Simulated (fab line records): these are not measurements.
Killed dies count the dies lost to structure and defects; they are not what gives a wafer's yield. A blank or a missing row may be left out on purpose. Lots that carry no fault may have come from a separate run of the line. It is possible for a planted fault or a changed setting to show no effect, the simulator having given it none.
A sampling plan put to the test	flow sky130	one fab line, 64 faults that these records tell of, each judged on the records of the lots that it struck
What counts as the plan is the set of the line's own looks, namely the steps on the route at which a gauge or an inspection reads a wafer and does not change it. A look is open to judgement when struck wafers have a number at it and the file gives its usual mean and standard deviation on fault-free wafers. Caught: 4 or more of those standard deviations (sigma) separate the usual mean from the mean of the struck wafers at a look after the fault's first step. On the tool: the same test on the tool's own readings at the fault's steps. Another recipe on the struck wafers, or a record that is blank for them alone, also counts as caught.

## THE FAULTS, as the simulator had put them in
1. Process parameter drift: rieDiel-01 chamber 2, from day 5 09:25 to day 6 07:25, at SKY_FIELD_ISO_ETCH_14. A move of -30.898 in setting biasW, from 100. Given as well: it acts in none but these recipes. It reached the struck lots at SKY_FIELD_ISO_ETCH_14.
2. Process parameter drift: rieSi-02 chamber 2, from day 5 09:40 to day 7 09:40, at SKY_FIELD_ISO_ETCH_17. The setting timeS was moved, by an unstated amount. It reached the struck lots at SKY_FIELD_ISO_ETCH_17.
3. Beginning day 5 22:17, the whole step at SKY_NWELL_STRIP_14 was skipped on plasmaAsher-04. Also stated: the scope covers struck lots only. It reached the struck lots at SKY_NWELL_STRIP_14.
4. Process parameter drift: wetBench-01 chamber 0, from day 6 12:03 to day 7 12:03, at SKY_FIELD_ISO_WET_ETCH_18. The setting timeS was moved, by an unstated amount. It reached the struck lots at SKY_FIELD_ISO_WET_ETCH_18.
5. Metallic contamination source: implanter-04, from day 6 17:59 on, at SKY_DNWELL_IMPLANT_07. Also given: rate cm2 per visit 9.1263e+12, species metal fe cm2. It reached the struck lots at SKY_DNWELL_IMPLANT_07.
6. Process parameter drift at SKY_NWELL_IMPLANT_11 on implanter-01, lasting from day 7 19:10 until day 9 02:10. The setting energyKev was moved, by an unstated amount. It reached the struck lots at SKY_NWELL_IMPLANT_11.
7. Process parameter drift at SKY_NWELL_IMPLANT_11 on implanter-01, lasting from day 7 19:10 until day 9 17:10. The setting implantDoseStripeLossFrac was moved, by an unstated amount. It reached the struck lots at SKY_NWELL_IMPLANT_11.
8. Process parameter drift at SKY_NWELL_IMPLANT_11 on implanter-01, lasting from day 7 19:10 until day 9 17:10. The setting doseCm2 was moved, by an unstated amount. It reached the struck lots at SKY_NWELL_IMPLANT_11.
9. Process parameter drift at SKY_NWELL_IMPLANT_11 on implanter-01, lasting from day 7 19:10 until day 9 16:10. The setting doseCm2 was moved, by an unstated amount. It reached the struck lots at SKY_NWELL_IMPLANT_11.
10. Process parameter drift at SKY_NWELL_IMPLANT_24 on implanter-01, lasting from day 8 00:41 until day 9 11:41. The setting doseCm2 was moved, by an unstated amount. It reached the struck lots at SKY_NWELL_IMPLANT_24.
11. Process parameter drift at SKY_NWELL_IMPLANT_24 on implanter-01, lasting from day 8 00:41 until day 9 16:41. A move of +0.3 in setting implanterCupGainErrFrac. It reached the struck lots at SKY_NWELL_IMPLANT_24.
12. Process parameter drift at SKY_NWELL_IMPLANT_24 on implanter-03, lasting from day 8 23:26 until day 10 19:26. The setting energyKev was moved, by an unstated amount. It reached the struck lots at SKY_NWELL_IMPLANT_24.
13. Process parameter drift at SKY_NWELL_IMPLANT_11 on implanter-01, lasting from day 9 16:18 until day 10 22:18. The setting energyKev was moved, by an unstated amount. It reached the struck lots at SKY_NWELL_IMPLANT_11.
14. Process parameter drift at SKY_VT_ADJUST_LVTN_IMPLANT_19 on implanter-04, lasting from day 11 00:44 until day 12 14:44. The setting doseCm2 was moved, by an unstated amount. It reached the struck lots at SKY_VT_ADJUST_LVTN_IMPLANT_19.
15. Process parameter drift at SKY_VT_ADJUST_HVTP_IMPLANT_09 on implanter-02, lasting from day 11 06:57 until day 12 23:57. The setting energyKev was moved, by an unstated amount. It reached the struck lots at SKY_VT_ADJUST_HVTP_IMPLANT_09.
16. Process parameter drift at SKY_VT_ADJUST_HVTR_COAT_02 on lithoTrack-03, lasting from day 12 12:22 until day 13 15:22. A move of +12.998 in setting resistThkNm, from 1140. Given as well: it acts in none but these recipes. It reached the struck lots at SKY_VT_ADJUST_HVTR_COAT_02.
17. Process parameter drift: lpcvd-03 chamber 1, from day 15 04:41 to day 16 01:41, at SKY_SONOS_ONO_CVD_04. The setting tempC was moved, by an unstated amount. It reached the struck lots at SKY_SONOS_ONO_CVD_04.
18. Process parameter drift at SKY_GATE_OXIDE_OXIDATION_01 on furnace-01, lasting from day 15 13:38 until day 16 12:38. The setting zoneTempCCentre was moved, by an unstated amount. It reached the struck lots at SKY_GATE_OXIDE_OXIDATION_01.
19. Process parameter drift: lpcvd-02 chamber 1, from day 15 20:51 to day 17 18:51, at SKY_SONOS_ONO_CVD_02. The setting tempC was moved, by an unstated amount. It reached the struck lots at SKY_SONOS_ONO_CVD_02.
20. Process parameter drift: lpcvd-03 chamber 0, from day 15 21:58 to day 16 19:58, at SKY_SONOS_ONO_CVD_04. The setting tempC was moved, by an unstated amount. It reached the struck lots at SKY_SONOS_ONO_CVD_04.
21. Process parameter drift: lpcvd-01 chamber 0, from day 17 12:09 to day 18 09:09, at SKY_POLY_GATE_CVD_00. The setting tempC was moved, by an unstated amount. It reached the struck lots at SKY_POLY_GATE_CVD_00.
22. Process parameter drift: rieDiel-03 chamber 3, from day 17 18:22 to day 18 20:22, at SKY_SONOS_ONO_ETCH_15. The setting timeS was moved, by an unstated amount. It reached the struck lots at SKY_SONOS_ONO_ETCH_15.
23. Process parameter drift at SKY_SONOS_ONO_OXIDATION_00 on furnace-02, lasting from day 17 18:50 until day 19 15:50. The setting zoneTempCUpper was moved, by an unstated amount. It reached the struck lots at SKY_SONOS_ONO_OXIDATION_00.
24. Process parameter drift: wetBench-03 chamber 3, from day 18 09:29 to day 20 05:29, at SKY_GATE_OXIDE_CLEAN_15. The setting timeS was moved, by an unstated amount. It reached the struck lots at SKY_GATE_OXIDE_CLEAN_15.
25. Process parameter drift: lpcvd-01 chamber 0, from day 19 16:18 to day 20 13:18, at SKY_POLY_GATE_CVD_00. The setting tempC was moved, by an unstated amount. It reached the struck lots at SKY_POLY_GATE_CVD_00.
26. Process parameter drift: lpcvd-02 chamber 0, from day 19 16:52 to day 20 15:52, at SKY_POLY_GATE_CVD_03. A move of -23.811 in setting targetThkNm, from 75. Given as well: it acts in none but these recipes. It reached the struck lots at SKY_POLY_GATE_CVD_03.
27. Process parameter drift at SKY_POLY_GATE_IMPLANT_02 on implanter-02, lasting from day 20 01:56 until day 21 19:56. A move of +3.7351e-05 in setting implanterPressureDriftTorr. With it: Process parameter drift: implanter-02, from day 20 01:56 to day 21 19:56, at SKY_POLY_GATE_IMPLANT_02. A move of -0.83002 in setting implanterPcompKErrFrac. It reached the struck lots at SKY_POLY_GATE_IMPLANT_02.
28. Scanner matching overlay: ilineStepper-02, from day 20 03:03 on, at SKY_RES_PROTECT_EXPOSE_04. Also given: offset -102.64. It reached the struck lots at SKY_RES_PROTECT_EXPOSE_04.
29. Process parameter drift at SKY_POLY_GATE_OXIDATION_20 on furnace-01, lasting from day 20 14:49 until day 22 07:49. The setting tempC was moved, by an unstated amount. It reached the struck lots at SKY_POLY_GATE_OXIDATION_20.
30. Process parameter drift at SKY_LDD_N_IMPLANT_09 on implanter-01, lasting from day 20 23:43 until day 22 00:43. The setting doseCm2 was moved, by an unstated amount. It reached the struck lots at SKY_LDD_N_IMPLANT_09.
31. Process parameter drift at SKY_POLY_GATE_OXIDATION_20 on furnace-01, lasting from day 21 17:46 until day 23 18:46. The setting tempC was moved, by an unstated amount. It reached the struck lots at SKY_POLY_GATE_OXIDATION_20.
32. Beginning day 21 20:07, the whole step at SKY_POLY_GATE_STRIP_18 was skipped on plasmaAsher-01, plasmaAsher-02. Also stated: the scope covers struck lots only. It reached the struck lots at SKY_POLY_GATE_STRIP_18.
33. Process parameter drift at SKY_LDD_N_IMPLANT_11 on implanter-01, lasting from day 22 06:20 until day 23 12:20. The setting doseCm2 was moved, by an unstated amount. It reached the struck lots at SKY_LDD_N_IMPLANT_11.
34. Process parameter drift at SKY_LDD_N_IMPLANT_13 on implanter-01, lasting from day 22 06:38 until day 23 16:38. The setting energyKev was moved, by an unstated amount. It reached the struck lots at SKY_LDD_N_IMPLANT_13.
35. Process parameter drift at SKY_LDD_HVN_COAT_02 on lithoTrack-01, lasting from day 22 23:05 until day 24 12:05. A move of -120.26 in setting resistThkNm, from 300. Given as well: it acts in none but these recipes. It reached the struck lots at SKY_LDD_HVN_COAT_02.
36. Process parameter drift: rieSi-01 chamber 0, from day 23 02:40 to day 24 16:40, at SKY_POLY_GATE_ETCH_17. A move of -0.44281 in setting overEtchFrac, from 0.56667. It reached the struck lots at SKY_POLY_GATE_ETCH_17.
37. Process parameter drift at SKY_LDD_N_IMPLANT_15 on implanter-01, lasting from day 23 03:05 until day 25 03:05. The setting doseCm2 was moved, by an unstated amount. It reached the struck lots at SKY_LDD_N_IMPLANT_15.
38. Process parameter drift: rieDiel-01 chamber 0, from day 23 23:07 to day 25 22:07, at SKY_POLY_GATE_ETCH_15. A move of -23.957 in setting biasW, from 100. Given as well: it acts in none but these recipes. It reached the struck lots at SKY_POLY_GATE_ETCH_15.
39. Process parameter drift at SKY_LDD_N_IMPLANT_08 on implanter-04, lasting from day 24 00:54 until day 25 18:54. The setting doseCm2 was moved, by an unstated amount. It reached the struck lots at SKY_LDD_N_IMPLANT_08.
40. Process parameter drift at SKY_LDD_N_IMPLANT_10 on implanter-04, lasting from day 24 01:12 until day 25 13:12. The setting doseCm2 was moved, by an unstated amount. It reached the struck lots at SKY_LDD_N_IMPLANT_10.
41. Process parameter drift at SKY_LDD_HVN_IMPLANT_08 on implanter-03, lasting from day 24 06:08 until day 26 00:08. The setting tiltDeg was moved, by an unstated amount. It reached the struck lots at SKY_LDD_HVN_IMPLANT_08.
42. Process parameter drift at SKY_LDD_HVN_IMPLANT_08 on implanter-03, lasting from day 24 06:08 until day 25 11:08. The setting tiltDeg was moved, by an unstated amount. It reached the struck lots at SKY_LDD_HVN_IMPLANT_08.
43. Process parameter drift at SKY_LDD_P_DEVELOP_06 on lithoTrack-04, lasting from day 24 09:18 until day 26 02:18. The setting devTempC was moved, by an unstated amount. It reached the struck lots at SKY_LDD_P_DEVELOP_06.
44. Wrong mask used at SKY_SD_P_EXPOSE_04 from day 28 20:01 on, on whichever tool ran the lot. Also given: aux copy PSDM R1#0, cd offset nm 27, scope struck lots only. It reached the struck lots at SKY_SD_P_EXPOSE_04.
45. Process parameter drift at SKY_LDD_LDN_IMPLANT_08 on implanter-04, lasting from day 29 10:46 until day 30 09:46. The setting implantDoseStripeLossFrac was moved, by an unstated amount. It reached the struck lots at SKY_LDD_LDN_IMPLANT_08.
46. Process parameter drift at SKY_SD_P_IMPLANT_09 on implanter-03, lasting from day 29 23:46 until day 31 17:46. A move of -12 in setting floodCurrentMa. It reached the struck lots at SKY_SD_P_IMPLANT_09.
47. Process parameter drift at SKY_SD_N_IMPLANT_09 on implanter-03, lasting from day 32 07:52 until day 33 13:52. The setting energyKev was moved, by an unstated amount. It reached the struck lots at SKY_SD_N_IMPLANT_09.
48. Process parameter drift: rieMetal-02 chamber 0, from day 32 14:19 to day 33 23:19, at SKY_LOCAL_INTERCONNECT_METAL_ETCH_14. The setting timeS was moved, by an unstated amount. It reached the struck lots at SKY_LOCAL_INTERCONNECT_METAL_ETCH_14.
49. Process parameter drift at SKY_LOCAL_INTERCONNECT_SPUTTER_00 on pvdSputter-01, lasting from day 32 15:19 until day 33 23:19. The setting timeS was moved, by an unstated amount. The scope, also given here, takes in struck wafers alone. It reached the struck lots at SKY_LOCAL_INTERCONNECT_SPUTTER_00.
50. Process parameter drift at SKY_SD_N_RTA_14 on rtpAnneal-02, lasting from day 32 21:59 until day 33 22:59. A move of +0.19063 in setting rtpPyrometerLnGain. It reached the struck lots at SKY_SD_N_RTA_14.
51. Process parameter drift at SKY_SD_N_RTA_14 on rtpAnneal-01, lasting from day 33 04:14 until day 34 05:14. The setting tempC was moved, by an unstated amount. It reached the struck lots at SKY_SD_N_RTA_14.
52. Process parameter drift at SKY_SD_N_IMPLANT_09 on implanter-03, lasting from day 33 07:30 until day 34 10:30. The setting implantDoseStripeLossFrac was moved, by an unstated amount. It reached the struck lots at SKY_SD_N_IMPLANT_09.
53. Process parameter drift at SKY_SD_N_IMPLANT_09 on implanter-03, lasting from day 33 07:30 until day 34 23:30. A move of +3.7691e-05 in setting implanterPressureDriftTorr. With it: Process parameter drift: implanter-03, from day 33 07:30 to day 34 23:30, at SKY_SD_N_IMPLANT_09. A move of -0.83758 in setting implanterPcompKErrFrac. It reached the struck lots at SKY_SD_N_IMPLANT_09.
54. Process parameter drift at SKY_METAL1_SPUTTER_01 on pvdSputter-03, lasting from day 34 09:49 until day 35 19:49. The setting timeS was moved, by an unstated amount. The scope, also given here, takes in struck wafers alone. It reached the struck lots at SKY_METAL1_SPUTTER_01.
55. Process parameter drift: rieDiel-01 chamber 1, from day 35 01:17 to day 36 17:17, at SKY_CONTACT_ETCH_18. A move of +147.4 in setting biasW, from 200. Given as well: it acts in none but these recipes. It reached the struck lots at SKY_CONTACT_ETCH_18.
56. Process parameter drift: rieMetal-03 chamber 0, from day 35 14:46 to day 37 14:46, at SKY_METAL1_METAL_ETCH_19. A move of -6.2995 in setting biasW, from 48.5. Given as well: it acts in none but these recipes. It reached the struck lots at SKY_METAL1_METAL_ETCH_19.
57. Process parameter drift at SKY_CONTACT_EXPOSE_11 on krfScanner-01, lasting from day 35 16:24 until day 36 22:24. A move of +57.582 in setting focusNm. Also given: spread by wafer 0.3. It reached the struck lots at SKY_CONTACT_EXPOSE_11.
58. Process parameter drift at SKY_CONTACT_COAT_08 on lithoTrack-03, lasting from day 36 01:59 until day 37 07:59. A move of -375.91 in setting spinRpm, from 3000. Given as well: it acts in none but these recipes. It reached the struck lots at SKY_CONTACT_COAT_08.
59. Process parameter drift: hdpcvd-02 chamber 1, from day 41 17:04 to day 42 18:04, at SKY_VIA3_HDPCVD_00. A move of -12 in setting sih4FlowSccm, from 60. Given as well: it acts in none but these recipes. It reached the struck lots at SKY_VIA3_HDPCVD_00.
60. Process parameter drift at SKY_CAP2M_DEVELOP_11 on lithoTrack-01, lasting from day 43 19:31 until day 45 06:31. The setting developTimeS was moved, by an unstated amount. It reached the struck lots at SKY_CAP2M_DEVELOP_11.
61. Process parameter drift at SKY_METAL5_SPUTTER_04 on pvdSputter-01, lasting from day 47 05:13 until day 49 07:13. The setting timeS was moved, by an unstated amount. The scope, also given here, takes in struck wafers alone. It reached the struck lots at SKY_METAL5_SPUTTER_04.
62. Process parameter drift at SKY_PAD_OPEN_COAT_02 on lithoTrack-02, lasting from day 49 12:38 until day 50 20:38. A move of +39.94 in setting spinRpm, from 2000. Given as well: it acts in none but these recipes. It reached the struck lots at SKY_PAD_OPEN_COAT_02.
63. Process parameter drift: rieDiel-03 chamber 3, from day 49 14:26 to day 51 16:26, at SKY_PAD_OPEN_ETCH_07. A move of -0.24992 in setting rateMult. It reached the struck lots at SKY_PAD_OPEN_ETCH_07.
64. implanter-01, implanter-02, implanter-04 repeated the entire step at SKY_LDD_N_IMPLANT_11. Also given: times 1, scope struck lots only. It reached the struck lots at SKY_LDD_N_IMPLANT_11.

## WHAT THE PLAN SAW
fault	on the tool itself	first look that catches it	reading, sigma	median hours from its first step to that look	hours from the fault's start to the first struck lot there	judged looks passed uncaught
1	biasW -91 sigma	no look after it can be judged	-	-	-	0
2	runLengthS -22 sigma	no look after it can be judged	-	-	-	0
3	the tool's record is blank for the struck wafers	SKY_NWELL_TW_MEAS_26	NWELL_2_TW -99 or beyond	19.0	19	0
4	runLengthS +63 sigma	none of the 2 looks that can be judged after it	-	-	-	2
5	no reading that can be judged	none of the 5 looks that can be judged after it	-	-	-	5
6	beamEnergyKeV -99 or beyond sigma	SKY_NWELL_RS_MEAS_29	NWELL_RS +15	21.6	25	1
7	under 2 sigma	SKY_NWELL_RS_MEAS_29	NWELL_RS +10	21.8	25	0
8	doseIonsCm2 +99 or beyond sigma	SKY_NWELL_RS_MEAS_29	NWELL_RS -23	21.6	25	1
9	doseIonsCm2 -99 or beyond sigma	SKY_NWELL_TW_MEAS_15	NWELL_TW -7.9	0.5	4	0
10	doseIonsCm2 -77 sigma	none of the 3 looks that can be judged after it	strongest: NWELL_2_TW at SKY_NWELL_TW_MEAS_26, -3.1	-	-	3
11	faradayCurrentUA +17 sigma	SKY_NWELL_TW_MEAS_26	NWELL_2_TW -9.4	0.2	4	0
12	beamEnergyKeV -99 or beyond sigma	no look after it can be judged	-	-	-	0
13	beamEnergyKeV -99 or beyond sigma	SKY_NWELL_RS_MEAS_29	NWELL_RS +4.3	23.6	28	0
14	doseIonsCm2 -99 or beyond sigma	SKY_VT_ADJUST_LVTN_TW_MEAS_21	VT_ADJUST_LVTN_2_TW -11	0.2	2	0
15	beamEnergyKeV +99 or beyond sigma	SKY_VT_ADJUST_HVTP_TW_MEAS_11	VT_ADJUST_HVTP_TW +5.4	0.2	4	0
16	under 2 sigma	no look after it can be judged	-	-	-	0
17	susceptorTempC +47 sigma	SKY_SONOS_ONO_THK_MEAS_05	SONOS_ONO_CVD_04_THK +16	1.9	9	0
18	spikeTcCentreC +12 sigma	none of the 3 looks that can be judged after it	strongest: GATE_OXIDE_OXIDATION_00_THK at SKY_GATE_OXIDE_THK_MEAS_02, +2.3	-	-	3
19	spikeTcCentreC -8.0 sigma	SKY_SONOS_ONO_THK_MEAS_03	SONOS_ONO_CVD_02_THK -12	1.1	4	0
20	susceptorTempC +87 sigma	SKY_SONOS_ONO_THK_MEAS_05	SONOS_ONO_CVD_04_THK +28	1.3	18	0
21	susceptorTempC -99 or beyond sigma	SKY_POLY_GATE_THK_MEAS_01	POLY_GATE_CVD_00_THK -55	1.2	3	0
22	under 2 sigma	none of the 2 looks that can be judged after it	-	-	-	2
23	spikeTcUpperC -42 sigma	not the one look that can be judged after it	strongest: SONOS_ONO_OXIDATION_THK at SKY_SONOS_ONO_THK_MEAS_01, -2.0	-	-	1
24	runLengthS -39 sigma	no look after it can be judged	-	-	-	0
25	susceptorTempC +13 sigma	SKY_POLY_GATE_THK_MEAS_01	POLY_GATE_CVD_00_THK +10	1.2	19	0
26	under 2 sigma	SKY_POLY_GATE_THK_MEAS_04	POLY_GATE_CVD_03_THK -31	1.4	13	0
27	endStationPressureTorr +38 sigma	not the one look that can be judged after it	-	-	-	1
28	no reading that can be judged	no look after it can be judged	-	-	-	0
29	tubeCenterTempC +99 or beyond sigma	SKY_POLY_GATE_THK_MEAS_21	POLY_GATE_OXIDATION_THK +33	1.3	5	0
30	doseIonsCm2 -99 or beyond sigma	SKY_LDD_N_TW_MEAS_17	LDD_N_TW -5.1	1.1	8	0
31	tubeCenterTempC -99 or beyond sigma	SKY_POLY_GATE_THK_MEAS_21	POLY_GATE_OXIDATION_THK -17	1.3	11	0
32	the tool's record is blank for the struck wafers	not the one look that can be judged after it	-	-	-	1
33	doseIonsCm2 +99 or beyond sigma	not the one look that can be judged after it	-	-	-	1
34	beamEnergyKeV +99 or beyond sigma	no look after it can be judged	-	-	-	0
35	no reading that can be judged	not the one look that can be judged after it	-	-	-	1
36	under 2 sigma	not the one look that can be judged after it	-	-	-	1
37	doseIonsCm2 +99 or beyond sigma	no look after it can be judged	-	-	-	0
38	biasW -78 sigma	no look after it can be judged	-	-	-	0
39	doseIonsCm2 -99 or beyond sigma	no look after it can be judged	-	-	-	0
40	doseIonsCm2 -85 sigma	no look after it can be judged	-	-	-	0
41	no reading that can be judged	none of the 5 looks that can be judged after it	-	-	-	5
42	under 2 sigma	none of the 5 looks that can be judged after it	-	-	-	5
43	developerTempC +23 sigma	not the one look that can be judged after it	-	-	-	1
44	no reading that can be judged	SKY_SD_P_CD_MEAS_07	cdNm +12	13.7	17	0
45	under 2 sigma	none of the 4 looks that can be judged after it	-	-	-	4
46	no reading that can be judged	none of the 6 looks that can be judged after it	-	-	-	6
47	beamEnergyKeV -99 or beyond sigma	SKY_SD_N_RS_MEAS_16	SD_N_RS +22	0.7	10	1
48	runLengthS -9.6 sigma	no look after it can be judged	-	-	-	0
49	under 2 sigma	SKY_LOCAL_INTERCONNECT_RS_MEAS_01	LOCAL_INTERCONNECT_TIN_RS +15	0.1	5	0
50	lampPowerPct -14 sigma	SKY_SD_N_RS_MEAS_16	SD_N_RS +28	0.2	4	0
51	wafer_temp_C_max +4.1 sigma	SKY_SD_N_RS_MEAS_16	SD_N_RS -5.9	0.2	17	0
52	no reading that can be judged	not the one look that can be judged after it	strongest: SD_N_RS at SKY_SD_N_RS_MEAS_16, +3.6	-	-	1
53	endStationPressureTorr +32 sigma	SKY_SD_N_RS_MEAS_16	SD_N_RS -8.4	0.7	14	0
54	under 2 sigma	no look after it can be judged	-	-	-	0
55	biasW +99 or beyond sigma	not the one look that can be judged after it	-	-	-	1
56	biasW -49 sigma	not the one look that can be judged after it	-	-	-	1
57	no reading that can be judged	none of the 2 looks that can be judged after it	-	-	-	2
58	spinSpeedRpm -99 or beyond sigma	no look after it can be judged	-	-	-	0
59	sih4FlowSccm -69 sigma	SKY_VIA3_THK_MEAS_01	VIA3_HDPCVD_THK -14	0.2	5	0
60	no reading that can be judged	not the one look that can be judged after it	-	-	-	1
61	under 2 sigma	none of the 4 looks that can be judged after it	strongest: METAL5_ALCU_THK at SKY_METAL5_THK_MEAS_06, +2.2	-	-	4
62	spinSpeedRpm +28 sigma	no look after it can be judged	-	-	-	0
63	oesProductAu -17 sigma	no look after it can be judged	-	-	-	0
64	under 2 sigma	SKY_LDD_N_TW_MEAS_17	LDD_N_TW +7.0	1.2	-	0
Dash: fault not caught, or number not given in these records.

Caught at a look: 26 of 64. Caught on the tool: 44 of 64. By one or the other: 49 of 64.
Faults caught by the tool alone: 1, 2, 4, 10, 12, 18, 23, 24, 27, 32, 33, 34, 37, 38, 39, 40, 43, 48, 55, 56, 58, 62, 63.
Caught at a look alone: faults 7, 26, 44, 49, 64.
Caught by neither: faults 5, 16, 22, 28, 35, 36, 41, 42, 45, 46, 52, 54, 57, 60, 61.

## THINNER SAMPLING
Were the look that catches a fault to measure just every second or every third lot (counted by lot number), the first struck lot would, at worst, be measured this late:
fault	struck lots at that look, in order of time	every lot	every second lot	every third lot
3	L262, L263	19 h	29 h	may miss all 2
6	L832, L833	25 h	33 h	may miss all 2
7	L760, L761, L766	25 h	33 h	may miss all 3
8	L900, L901	25 h	33 h	may miss all 2
9	L291, L292	4 h	12 h	may miss all 2
11	L381, L382	4 h	7 h	may miss all 2
13	L311, L312, L313	28 h	30 h	37 h
14	L167, L168	2 h	8 h	may miss all 2
15	L107, L109	4 h	may miss all 2	may miss all 2
17	L759	9 h	may miss it	may miss it
19	L215	4 h	may miss it	may miss it
20	L567	18 h	may miss it	may miss it
21	L240, L242	3 h	may miss all 2	may miss all 2
25	L586	19 h	may miss it	may miss it
26	L519	13 h	may miss it	may miss it
29	L165, L167, L169	5 h	may miss all 3	38 h
30	L277, L279	8 h	may miss all 2	may miss all 2
31	L478, L480	11 h	may miss all 2	may miss all 2
44	L377	17 h	may miss it	may miss it
47	L864, L863	10 h	11 h	may miss all 2
49	L232, L233	5 h	11 h	may miss all 2
50	L224, L225	4 h	19 h	may miss all 2
51	L250	17 h	may miss it	may miss it
53	L528, L529, L530	14 h	26 h	29 h
59	L430, L431	5 h	9 h	may miss all 2
Hours: fault start to first struck lot measured. Since the struck wafers were tested as one group against 4 sigma, a single lot by itself may lie under the limit. Other struck lots may not be in these records.

## THE LONGEST TIMED WAY FROM STEP TO LOOK
Fault 13: median gap of 23.6 hours between SKY_NWELL_IMPLANT_11 and SKY_NWELL_RS_MEAS_29. No look between them can be judged.
